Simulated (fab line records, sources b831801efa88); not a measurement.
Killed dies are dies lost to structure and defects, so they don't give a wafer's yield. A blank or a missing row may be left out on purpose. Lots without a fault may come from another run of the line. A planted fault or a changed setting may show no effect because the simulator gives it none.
Which tool did it? | flow gf180mcu | 7 lots, 21 wafers sampled, at 2 steps of a route of 602

WHAT THE GAUGES READ, wafer by wafer
GF_VT_IMPLANT_TW_MEAS_21.
lot  | measured     | on            | VT_IMPLANT_2_TW
L157 | day 6 12:24  | film_metro-03 | 1213 1221 1216
L159 | day 7 03:20  | film_metro-02 | 1208 1222 1213
L162 | day 7 23:29  | film_metro-02 | 1218 1206 1216
L165 | day 8 18:03  | film_metro-04 | 1195 1198 1194
L168 | day 9 11:42  | film_metro-02 | 1221 1214 1219
L172 | day 10 11:02 | film_metro-03 | 1268 1261 1273
L176 | day 11 11:29 | film_metro-02 | 1268 1262 1266

WHICH TOOL RAN EACH LOT (tool, then ch and the chambers of the sampled wafers, then the start)
lot  | GF_VT_IMPLANT_IMPLANT_19
L157 | implanter-03 ch 0, day 6 12:09
L159 | implanter-01 ch 0, day 7 03:05
L162 | implanter-04 ch 0, day 7 23:16
L165 | implanter-04 ch 0, day 8 17:48
L168 | implanter-04 ch 0, day 9 11:27
L172 | implanter-04 ch 0, day 10 10:47
L176 | implanter-04 ch 0, day 11 11:14
- GF_VT_IMPLANT_IMPLANT_19

THE ANSWER, worked out from the rows above alone
Rule: what is usual is taken from the lots themselves. Put in order of their means at a reading, lots are off if they are a third of the lots or fewer, leave a main group of 4 or more, and stand apart from it by a gap of 3 or more times the standard deviation of the main group's means; of several such gaps the widest counts. A main group whose means are all the same, to the digits that the tables above print for the reading, isn't used. A lot without any number at a reading at which 4 lots or more have one is off too. The other lots that the step has rows for count as sound.
Off: L172, L176, at GF_VT_IMPLANT_TW_MEAS_21 (VT_IMPLANT_2_TW). The main group: mean 1212, standard deviation 8.1.
A tool fits if, at a process step before that reading, it ran every lot that is off, and no sound lot after the first of them. The gauges at GF_VT_IMPLANT_TW_MEAS_21 are tried like those tools. One fits: implanter-04 at GF_VT_IMPLANT_IMPLANT_19. Its last sound lot is L168 (day 9 11:27), its first lot that is off L172 (day 10 10:47): a fault that began between those two fits.

WHAT THE SIMULATOR HAD PUT IN
Process parameter drift: implanter-04, from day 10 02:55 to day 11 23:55, at GF_VT_IMPLANT_IMPLANT_19. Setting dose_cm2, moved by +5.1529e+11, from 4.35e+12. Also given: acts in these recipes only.
Lots struck among those shown: L172, L176. The rule above found the same.
